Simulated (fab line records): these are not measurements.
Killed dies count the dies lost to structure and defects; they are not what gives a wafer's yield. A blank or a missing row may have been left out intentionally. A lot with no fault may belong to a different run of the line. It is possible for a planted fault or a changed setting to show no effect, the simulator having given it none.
fab line records	flow sky130
record lots=11	wafers=33	lastDay=50
route steps=708 shown VIA1@460 PAD_OPEN@708
lots with no fault: from the same line, run without faults
startH: start of the lot's first displayed wafer, in hours after the record's first day	waitH: hours elapsed since this lot's preceding step	" same as the row above	L1.1+2: several wafers, shown together as one row	- value missing, or start not given	* or withheld: withheld	< > ~ a bound
route shown NAME@n: names a module that has steps shown in the file, with the first one's number in the route	usual: average and standard deviation across the fault-free wafers	same: alike in all rows	chamber/n: place in a boat	sites: each site's reading	_std_site: their standard deviation	_edge_site: inner sites' mean taken away from outer sites' mean	radiusMm: how far each site lies from the wafer's centre	mask NAME#n: copy n	behind: the tool/chamber that last shaped the wafer	hold: the reason the lot was held/the length of the hold in hours/how it ended	device: transistor that didn't switch, given as n, p or np	end of line: tests of these same wafers at the route's end	for a step that has no rows: nothing shown but its recipe	killed: count of dies lost to structure and defects at first sort (not the wafer's yield)	map: shows each die of a wafer: x if killed, . if not, _ if none is there
set.NAME: the run value of the setting; set.NAME@STEP: its run value at that earlier step	model.NAME: the simulator's own value behind a step, which no gauge read
the route's steps for a sample of lots (tables are steps, rows are wafers)
services: from which hour (startH, from the record's first day; less than 0 if before it) a tool's chamber was out of use, for how many hours, and why
## steps
# step SKY_VIA1_CMP_02
# recipe material=SiO2	downForcePsi=4	platenRpm=60	padVelocityMS=0.94248
# usual motorCurrentA=11.8/1.4
lot.wafer	tool	chamber	startH	waitH	motorCurrentA
L324.4	cmp-01	3	764.99	0.0	10.6
L324.2	"	2	"	"	13.9
L324.5	"	3	"	"	10.7
L326.2	cmp-02	1	786.55	0.0	9.4
L326.1	"	3	"	"	12.7
L326.6	"	2	"	"	13.1
L328.1	cmp-01	1	805.76	0.1	12.7
L328.5	"	0	"	"	12.4
L328.6	"	1	"	"	12.5
L330.4	cmp-01	3	819.90	0.0	10.8
L330.1	"	0	"	"	12.8
L330.5	"	0	"	"	12.3
L332.3	cmp-02	1	831.67	0.1	9.1
L332.4	"	3	"	"	11.9
L332.5	"	0	"	"	11.2
L331.2	cmp-01	3	832.59	0.0	10.1
L331.6	"	3	"	"	10.5
L331.5	"	0	"	"	12.1
L341.2	cmp-01	0	900.79	0.0	12.5
L341.4	"	1	"	"	12.2
L341.6	"	1	"	"	12.2
L342.4	cmp-02	2	910.21	0.0	13.5
L342.1	"	3	"	"	12.4
L342.5	"	3	"	"	13.2
L343.3	cmp-01	2	912.37	0.1	13.9
L343.1	"	3	"	"	11.0
L343.6	"	1	"	"	11.9
L345.4	cmp-02	1	932.97	0.1	9.2
L345.5	"	3	"	"	13.0
L345.6	"	0	"	"	11.5
L346.4	cmp-02	0	939.09	0.1	11.0
L346.1	"	1	"	"	9.3
L346.6	"	0	"	"	11.6
# step SKY_VIA1_BOW_MEAS_03
# recipe mode=bow
# usual VIA1_BOW=80/7.1
lot.wafer	tool	chamber	startH	waitH	VIA1_BOW[um]
L324.2	filmMetro-02	-	765.31	0.1	76
L324.4	"	-	"	"	73
L324.5	"	-	"	"	71
L326.1	filmMetro-03	-	786.85	0.1	86
L326.2	"	-	"	"	95
L326.6	"	-	"	"	70
L328.1	filmMetro-03	-	806.01	0.2	84
L328.5	"	-	"	"	81
L328.6	"	-	"	"	79
L330.1	filmMetro-02	-	820.20	0.2	76
L330.4	"	-	"	"	87
L330.5	"	-	"	"	82
L332.3	filmMetro-02	-	831.96	0.2	81
L332.4	"	-	"	"	95
L332.5	"	-	"	"	81
L331.2	filmMetro-03	-	832.91	0.3	77
L331.5	"	-	"	"	82
L331.6	"	-	"	"	74
L341.2	filmMetro-01	-	901.11	0.3	69
L341.4	"	-	"	"	80
L341.6	"	-	"	"	81
L342.1	filmMetro-02	-	910.51	0.2	92
L342.4	"	-	"	"	82
L342.5	"	-	"	"	80
L343.1	filmMetro-03	-	912.57	0.1	79
L343.3	"	-	"	"	90
L343.6	"	-	"	"	80
L345.4	filmMetro-03	-	933.23	0.2	81
L345.5	"	-	"	"	83
L345.6	"	-	"	"	84
L346.1	filmMetro-02	-	939.34	0.1	79
L346.4	"	-	"	"	75
L346.6	"	-	"	"	78
# step SKY_VIA1_ETCH_15
# recipe target=SiO2	chemistry=C4F8/O2/Ar	targetDepthNm=351	stopOn=TiN	maskMaterial=KrF-thick	sourceW=1500	biasW=1200	pressureMtorr=40	c4f8FlowSccm=withheld	O2_flow_sccm=6	Ar_flow_sccm=300	timeS=54
# usual oesProductAu=0.981/0.0058
lot.wafer	tool	chamber	startH	waitH	oesProductAu	rfHoursCounterH
L324.2	rieDiel-04	1	792.10	0.0	0.982	5
L324.4	"	3	"	"	0.973	6
L324.5	"	0	"	"	0.981	-
L326.1	rieDiel-02	2	813.30	0.0	0.981	24
L326.2	"	1	"	"	0.985	15
L326.6	"	0	"	"	0.977	-
L328.1	rieDiel-04	1	832.75	0.0	0.982	6
L328.5	"	1	"	"	0.984	-
L328.6	"	2	"	"	0.981	-
L330.1	rieDiel-02	3	846.38	0.0	0.986	15
L330.4	"	0	"	"	0.982	13
L330.5	"	1	"	"	0.981	-
L332.3	rieDiel-04	1	858.60	0.0	0.985	6
L332.4	"	2	"	"	0.983	9
L332.5	"	1	"	"	0.973	-
L331.2	rieDiel-01	2	859.55	0.0	0.976	15
L331.5	"	2	"	"	0.980	-
L331.6	"	3	"	"	0.993	-
L341.2	rieDiel-01	0	926.15	0.0	0.984	11
L341.4	"	1	"	"	0.977	2
L341.6	"	0	"	"	0.982	-
L342.1	rieDiel-02	2	935.68	0.0	0.979	28
L342.4	"	1	"	"	0.979	19
L342.5	"	0	"	"	0.987	-
L343.1	rieDiel-01	1	937.78	0.0	0.983	2
L343.3	"	3	"	"	0.974	8
L343.6	"	0	"	"	0.987	-
L345.4	rieDiel-04	0	957.28	0.0	0.982	18
L345.5	"	1	"	"	0.985	-
L345.6	"	2	"	"	0.986	-
L346.1	rieDiel-02	1	963.46	0.0	0.978	20
L346.4	"	0	"	"	0.993	16
L346.6	"	0	"	"	0.991	-
# step SKY_VIA1_CVD_21
# recipe material=W	targetThkNm=270	timeS=80.902	tempC=400	pressureTorr=40
# usual heaterPowerW=781/50
lot.wafer	tool	chamber	startH	waitH	heaterPowerW
L324.2	cvdW-02	1	792.83	0.0	809
L324.4	"	1	"	"	804
L324.5	"	1	"	"	803
L326.1	cvdW-01	0	814.00	0.0	754
L326.2	"	1	"	"	784
L326.6	"	1	"	"	821
L328.1	cvdW-02	1	833.46	0.0	813
L328.5	"	1	"	"	803
L328.6	"	0	"	"	807
L330.1	cvdW-02	0	847.42	0.0	836
L330.4	"	0	"	"	831
L330.5	"	0	"	"	822
L332.3	cvdW-01	1	859.33	0.1	793
L332.4	"	0	"	"	762
L332.5	"	1	"	"	816
L331.2	cvdW-02	1	860.25	0.0	812
L331.5	"	1	"	"	812
L331.6	"	0	"	"	843
L341.2	cvdW-01	1	926.86	0.0	746
L341.4	"	0	"	"	685
L341.6	"	0	"	"	677
L342.1	cvdW-01	1	936.38	0.0	740
L342.4	"	1	"	"	735
L342.5	"	0	"	"	686
L343.1	cvdW-01	0	938.48	0.0	675
L343.3	"	1	"	"	754
L343.6	"	0	"	"	677
L345.4	cvdW-01	0	958.01	0.1	675
L345.5	"	0	"	"	663
L345.6	"	1	"	"	751
L346.1	cvdW-02	1	964.15	0.0	807
L346.4	"	0	"	"	827
L346.6	"	0	"	"	848
# step SKY_VIA1_RS_MEAS_22
# recipe thkMeasGauge=four-point-probe	reads=W_of_VIA1_CVD_21+TiN_of_VIA1_SPUTTER_20
# usual VIA1_W_RS=0.428/0.0039
lot.wafer	tool	chamber	startH	waitH	VIA1_W_RS[ohm/sq]
L324.2	filmMetro-01	-	792.94	0.1	0.429
L324.4	"	-	"	"	0.424
L324.5	"	-	"	"	0.426
L326.1	filmMetro-02	-	814.12	0.1	0.434
L326.2	"	-	"	"	0.436
L326.6	"	-	"	"	0.428
L328.1	filmMetro-02	-	833.55	0.1	0.434
L328.5	"	-	"	"	0.432
L328.6	"	-	"	"	0.424
L330.1	filmMetro-02	-	847.51	0.1	0.511
L330.4	"	-	"	"	0.510
L330.5	"	-	"	"	0.510
L332.3	filmMetro-03	-	859.44	0.1	0.423
L332.4	"	-	"	"	0.424
L332.5	"	-	"	"	0.424
L331.2	filmMetro-03	-	860.36	0.1	0.509
L331.5	"	-	"	"	0.507
L331.6	"	-	"	"	0.496
L341.2	filmMetro-03	-	926.97	0.1	0.429
L341.4	"	-	"	"	0.431
L341.6	"	-	"	"	0.432
L342.1	filmMetro-02	-	936.47	0.1	0.430
L342.4	"	-	"	"	0.437
L342.5	"	-	"	"	0.435
L343.1	filmMetro-03	-	938.57	0.1	0.434
L343.3	"	-	"	"	0.430
L343.6	"	-	"	"	0.437
L345.4	filmMetro-03	-	958.13	0.1	0.426
L345.5	"	-	"	"	0.421
L345.6	"	-	"	"	0.422
L346.1	filmMetro-03	-	964.25	0.1	0.431
L346.4	"	-	"	"	0.428
L346.6	"	-	"	"	0.431
# step SKY_VIA1_THK_MEAS_23
# recipe thkMeasGauge=xrf	reads=W_of_VIA1_CVD_21
# usual VIA1_W_THK=261/3.5
lot.wafer	tool	chamber	startH	waitH	VIA1_W_THK[nm]
L324.2	filmMetro-01	-	793.05	0.1	263
L324.4	"	-	"	"	267
L324.5	"	-	"	"	265
L326.1	filmMetro-02	-	814.24	0.1	256
L326.2	"	-	"	"	257
L326.6	"	-	"	"	262
L328.1	filmMetro-02	-	833.67	0.1	258
L328.5	"	-	"	"	257
L328.6	"	-	"	"	262
L330.1	filmMetro-02	-	847.63	0.1	217
L330.4	"	-	"	"	217
L330.5	"	-	"	"	217
L332.3	filmMetro-03	-	859.54	0.1	265
L332.4	"	-	"	"	264
L332.5	"	-	"	"	264
L331.2	filmMetro-03	-	860.47	0.1	222
L331.5	"	-	"	"	223
L331.6	"	-	"	"	226
L341.2	filmMetro-03	-	927.08	0.1	259
L341.4	"	-	"	"	257
L341.6	"	-	"	"	259
L342.1	filmMetro-02	-	936.59	0.1	256
L342.4	"	-	"	"	252
L342.5	"	-	"	"	255
L343.1	filmMetro-03	-	938.69	0.1	257
L343.3	"	-	"	"	261
L343.6	"	-	"	"	257
L345.4	filmMetro-03	-	958.22	0.1	264
L345.5	"	-	"	"	264
L345.6	"	-	"	"	265
L346.1	filmMetro-03	-	964.37	0.1	260
L346.4	"	-	"	"	260
L346.6	"	-	"	"	261
# step SKY_VIA1_CMP_24
# recipe stopOn=SiO2	tOverpolishS=15	downForcePsi=3.5	platenRpm=60	targetThkNm=0	padVelocityMS=0.94248
# usual motorCurrentA=10.9/1.4	timeToEndpointS=66.1/2.2
lot.wafer	tool	chamber	startH	waitH	motorCurrentA	timeToEndpointS
L324.4	cmp-01	1	793.10	0.0	10.6	67.7
L324.2	"	0	"	"	11.9	66.9
L324.5	"	1	"	"	11.6	66.1
L326.1	cmp-01	2	814.30	0.1	12.7	67.8
L326.2	"	3	"	"	9.4	62.1
L326.6	"	2	"	"	14.4	64.9
L328.1	cmp-02	0	833.73	0.1	9.9	67.6
L328.6	"	0	"	"	10.2	69.2
L328.5	"	1	"	"	7.7	64.8
L330.4	cmp-02	3	847.74	0.1	11.7	55.1
L330.1	"	0	"	"	10.4	56.3
L330.5	"	2	"	"	11.7	55.1
L332.3	cmp-02	2	859.58	0.0	11.7	66.5
L332.4	"	0	"	"	10.6	68.0
L332.5	"	2	"	"	11.4	67.4
L331.2	cmp-01	3	860.57	0.1	9.3	53.9
L331.6	"	2	"	"	13.1	58.4
L331.5	"	3	"	"	9.0	54.4
L341.4	cmp-02	1	927.13	0.0	8.3	66.7
L341.2	"	3	"	"	11.3	62.6
L341.6	"	1	"	"	8.5	65.9
L342.1	cmp-01	1	936.87	0.3	11.5	66.3
L342.4	"	2	"	"	12.7	67.4
L342.5	"	1	"	"	10.6	65.1
L343.3	cmp-01	1	938.75	0.0	10.9	66.6
L343.1	"	3	"	"	9.8	62.2
L343.6	"	2	"	"	13.0	64.3
L345.4	cmp-02	1	958.30	0.1	8.5	65.6
L345.5	"	0	"	"	10.5	66.3
L345.6	"	1	"	"	8.5	67.1
L346.1	cmp-02	0	964.43	0.1	10.2	66.1
L346.4	"	3	"	"	11.8	63.3
L346.6	"	0	"	"	9.6	65.1
# step SKY_PAD_OPEN_PROBE_99
# usual defectLimitedYield=82.8/2	killed_at_M0_to_M3=43/7.2	killed_at_M4_up=3.0/2	killedAtContacts=24/5.5	killedAtFrontEnd=15/4.2	killedAtOther=0.3/0.51	killedDies=85/10	killedOpen=46/7.3	killedShort=38/6.4	sort_bin_3_pad_short=0.9/0.42	sort_bin_5_function=10.3/1.5	sort_bin_6_memory=6.0/1.2	sortNPass=407/10	sortYieldPct=82.8/2
# same grossDies=492	killedAtBackSide=0	sort_bin_4_leakage[%]=0	sort_bin_8_speed[%]=0
lot.wafer	tool	chamber	startH	waitH	defectLimitedYield[%]	killed_at_M0_to_M3	killed_at_M4_up	killedAtContacts	killedAtFrontEnd	killedAtOther	killedDies	killedOpen	killedShort	sort_bin_3_pad_short[%]	sort_bin_5_function[%]	sort_bin_6_memory[%]	sortNPass	sortYieldPct[%]
L326.1	prober-02	-	1093.38	0.1	84.1	42	0	18	17	1	78	53	25	0.4	10.2	5.3	414	84.1
L326.2	prober-02	-	1093.43	0.1	82.5	41	5	17	23	0	86	49	37	0.8	11.8	4.9	406	82.5
L326.6	prober-02	-	1093.63	0.2	80.5	49	3	27	16	1	96	56	40	1.0	12.2	6.3	396	80.5
L328.1	prober-02	-	1111.25	0.1	81.1	45	5	25	18	0	93	49	44	1.2	12.2	5.5	399	81.1
L328.5	prober-02	-	1111.45	0.2	81.7	48	3	27	12	0	90	45	45	1.2	11.0	6.1	402	81.7
L328.6	prober-02	-	1111.50	0.2	80.7	56	0	26	13	0	95	54	41	1.0	12.0	6.3	397	80.7
L332.3	prober-01	-	1129.81	0.2	81.5	48	3	33	7	0	91	59	32	1.2	11.0	6.3	401	81.5
L332.4	prober-01	-	1129.86	0.2	82.5	35	4	35	12	0	86	40	46	1.4	9.8	6.3	406	82.5
L332.5	prober-01	-	1129.91	0.2	80.7	49	0	31	15	0	95	53	42	0.6	11.4	7.3	397	80.7
L341.2	prober-02	-	1178.98	0.1	83.9	50	1	13	14	1	79	41	38	1.2	8.3	6.5	413	83.9
L341.4	prober-02	-	1179.08	0.2	85.0	38	2	18	16	0	74	32	42	0.8	8.5	5.7	418	85.0
L341.6	prober-02	-	1179.18	0.2	84.1	41	5	21	11	0	78	44	34	0.4	10.0	5.5	414	84.1
L345.4	prober-02	-	1197.74	0.2	80.5	56	3	17	19	1	96	52	44	0.8	12.2	6.5	396	80.5
L345.5	prober-02	-	1197.79	0.2	81.9	47	3	22	17	0	89	54	35	1.0	8.7	8.3	403	81.9
L345.6	prober-02	-	1197.84	0.2	83.3	44	3	24	11	0	82	43	39	1.0	11.2	4.5	410	83.3
L346.1	prober-01	-	1203.48	0.1	83.5	42	4	23	12	0	81	41	40	0.8	10.8	4.9	411	83.5
L346.4	prober-01	-	1203.63	0.2	86.0	30	4	20	15	0	69	37	32	0.6	8.5	4.9	423	86.0
L346.6	prober-01	-	1203.73	0.2	79.5	46	9	32	14	0	101	54	47	1.4	13.0	6.1	391	79.5
# killed by level:class
L326.1 VIA3:geometricParticle:open=12 CONTACT:geometricParticle:open=7 VIA2:geometricParticle:open=6 LI_CONTACT:geometricParticle:open=5 FIELD_ISO:geometricParticle:short=4 VIA1:geometricParticle:open=4 FIELD_ISO:geometricParticle:open=4 METAL1:geometricParticle:short=4
L326.2 FIELD_ISO:geometricParticle:open=9 CONTACT:geometricParticle:open=8 METAL2:geometricParticle:short=8 VIA2:geometricParticle:open=7 VIA1:geometricParticle:open=7 VIA1:geometricParticle:short=6 POLY_GATE:geometricParticle:open=5 CONTACT:geometricParticle:short=3
L326.6 VIA1:geometricParticle:open=12 CONTACT:geometricParticle:open=11 VIA3:geometricParticle:short=8 VIA3:geometricParticle:open=7 VIA2:geometricParticle:open=6 POLY_GATE:geometricParticle:open=5 LI_CONTACT:geometricParticle:open=5 FIELD_ISO:geometricParticle:open=4
L328.1 CONTACT:geometricParticle:short=9 VIA1:geometricParticle:open=9 FIELD_ISO:geometricParticle:short=7 CONTACT:geometricParticle:open=7 VIA2:geometricParticle:open=7 VIA3:geometricParticle:open=6 FIELD_ISO:geometricParticle:open=5 POLY_GATE:geometricParticle:open=5
L328.5 CONTACT:geometricParticle:open=10 METAL1:geometricParticle:short=10 VIA1:geometricParticle:short=7 LI_CONTACT:geometricParticle:open=6 VIA1:geometricParticle:open=6 VIA3:geometricParticle:open=6 CONTACT:geometricParticle:short=5 VIA2:geometricParticle:open=5
L328.6 VIA1:geometricParticle:open=15 CONTACT:geometricParticle:open=9 LI_CONTACT:geometricParticle:open=8 METAL2:geometricParticle:short=7 METAL3:geometricParticle:short=7 VIA3:geometricParticle:open=6 METAL1:geometricParticle:short=5 VIA2:geometricParticle:open=5
L332.3 LI_CONTACT:geometricParticle:open=15 CONTACT:geometricParticle:open=12 VIA1:geometricParticle:open=10 METAL1:geometricParticle:short=9 VIA2:geometricParticle:open=8 VIA3:geometricParticle:open=7 METAL2:geometricParticle:short=5 POLY_GATE:geometricParticle:short=4
L332.4 VIA1:geometricParticle:open=10 CONTACT:geometricParticle:open=9 CONTACT:geometricParticle:short=8 LOCAL_INTERCONNECT:geometricParticle:short=8 LI_CONTACT:geometricParticle:open=6 METAL2:geometricParticle:short=6 VIA3:geometricParticle:open=5 METAL4:geometricParticle:short=4
L332.5 VIA1:geometricParticle:open=19 LI_CONTACT:geometricParticle:open=9 CONTACT:geometricParticle:open=9 METAL2:geometricParticle:short=7 VIA1:geometricParticle:short=6 METAL1:geometricParticle:short=5 CONTACT:geometricParticle:short=5 LOCAL_INTERCONNECT:geometricParticle:short=4
L341.2 VIA1:geometricParticle:open=7 VIA3:geometricParticle:open=7 VIA1:geometricParticle:short=7 VIA2:geometricParticle:open=6 CONTACT:geometricParticle:open=6 METAL2:geometricParticle:short=6 METAL1:geometricParticle:short=6 FIELD_ISO:geometricParticle:open=5
L341.4 FIELD_ISO:geometricParticle:short=7 CONTACT:geometricParticle:short=6 CONTACT:geometricParticle:open=6 VIA3:geometricParticle:open=6 METAL2:geometricParticle:short=6 VIA1:geometricParticle:open=5 VIA2:geometricParticle:open=5 METAL1:geometricParticle:short=4
L341.6 VIA2:geometricParticle:open=13 CONTACT:geometricParticle:open=9 CONTACT:geometricParticle:short=7 VIA1:geometricParticle:open=5 METAL2:geometricParticle:short=5 VIA3:geometricParticle:open=5 FIELD_ISO:geometricParticle:short=4 METAL3:geometricParticle:short=4
L345.4 VIA1:geometricParticle:open=17 POLY_GATE:geometricParticle:short=6 LI_CONTACT:geometricParticle:open=6 VIA3:geometricParticle:open=6 VIA1:geometricParticle:short=5 CONTACT:geometricParticle:open=5 METAL2:geometricParticle:short=5 METAL3:geometricParticle:short=5
L345.5 VIA1:geometricParticle:open=12 CONTACT:geometricParticle:open=11 METAL1:geometricParticle:short=9 LI_CONTACT:geometricParticle:open=7 FIELD_ISO:geometricParticle:short=6 VIA3:geometricParticle:open=5 VIA2:geometricParticle:short=5 POLY_GATE:geometricParticle:open=4
L345.6 LI_CONTACT:geometricParticle:open=8 VIA3:geometricParticle:open=8 CONTACT:geometricParticle:open=7 LOCAL_INTERCONNECT:geometricParticle:short=6 METAL1:geometricParticle:short=5 VIA1:geometricParticle:open=5 VIA2:geometricParticle:open=5 VIA2:geometricParticle:short=4
L346.1 METAL2:geometricParticle:short=10 VIA1:geometricParticle:open=9 LI_CONTACT:geometricParticle:open=7 VIA2:geometricParticle:open=7 CONTACT:geometricParticle:open=6 LI_CONTACT:geometricParticle:short=5 CONTACT:geometricParticle:short=4 VIA1:geometricParticle:short=4
L346.4 METAL1:geometricParticle:short=9 CONTACT:geometricParticle:open=9 CONTACT:geometricParticle:short=6 VIA1:geometricParticle:open=5 FIELD_ISO:geometricParticle:open=4 VIA1:geometricParticle:short=4 SPACER:geometricParticle:open=3 LOCAL_INTERCONNECT:geometricParticle:open=3
L346.6 CONTACT:geometricParticle:open=15 METAL2:geometricParticle:short=10 LI_CONTACT:geometricParticle:open=9 METAL1:geometricParticle:short=8 VIA1:geometricParticle:open=8 METAL4:geometricParticle:short=7 VIA3:geometricParticle:open=6 CONTACT:geometricParticle:short=5
## services
tool	chamber	startH	hours	kind
cmp-01	-	746.08	4.0	pm
cmp-01	-	750.08	-	consumableReplace:conditioner
cmp-01	-	750.08	-	consumableReplace:pad
rieDiel-04	1	750.57	2.9	repair
cvdW-02	-	759.47	6.9	pm
rieDiel-01	3	800.76	3.4	repair
rieDiel-01	-	810.63	2.8	pm
cmp-02	-	811.74	2.0	repair
rieDiel-01	1	814.47	7.6	repair
cmp-01	-	816.59	2.8	repair
rieDiel-01	-	817.64	4.3	pm
rieDiel-02	3	819.72	7.0	repair
rieDiel-02	2	837.86	4.6	repair
cmp-02	-	868.57	4.8	pm
cmp-01	-	877.65	3.1	repair
cvdW-01	-	878.30	0.9	repair
cvdW-02	-	878.79	2.7	repair
rieDiel-02	-	889.46	14.6	pm
rieDiel-01	2	894.71	8.3	repair
rieDiel-04	1	903.66	8.8	repair
cvdW-01	-	904.00	14.0	pm
cmp-02	-	912.78	4.0	pm
rieDiel-02	3	913.22	3.4	repair
cmp-01	-	954.59	2.3	repair
## key
firstSign step=SKY_VIA1_RS_MEAS_22	reading=VIA1_W_RS	direction=up	sigmas=20	usual=0.428	struck=0.507
effect step=SKY_VIA1_THK_MEAS_23	reading=VIA1_W_THK	direction=down	sigmas=12	usual=261	struck=220
effect step=SKY_VIA1_CMP_24	reading=timeToEndpointS	direction=down	sigmas=4.9	usual=*	struck=*
metAt SKY_VIA1_CVD_21
struckLots L330,L331
notActingAt SKY_VIA1_CMP_02,SKY_VIA1_BOW_MEAS_03,SKY_VIA1_ETCH_15
onsetBetween 833.46 847.42
fault kind=processParameterDrift	tool=cvdW-02	chamber=-	onsetH=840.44	steps=SKY_VIA1_CVD_21	channel=targetThkNm	offset=-41.342	shape=step	endH=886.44	actsIn=theseRecipesOnly	stated=270
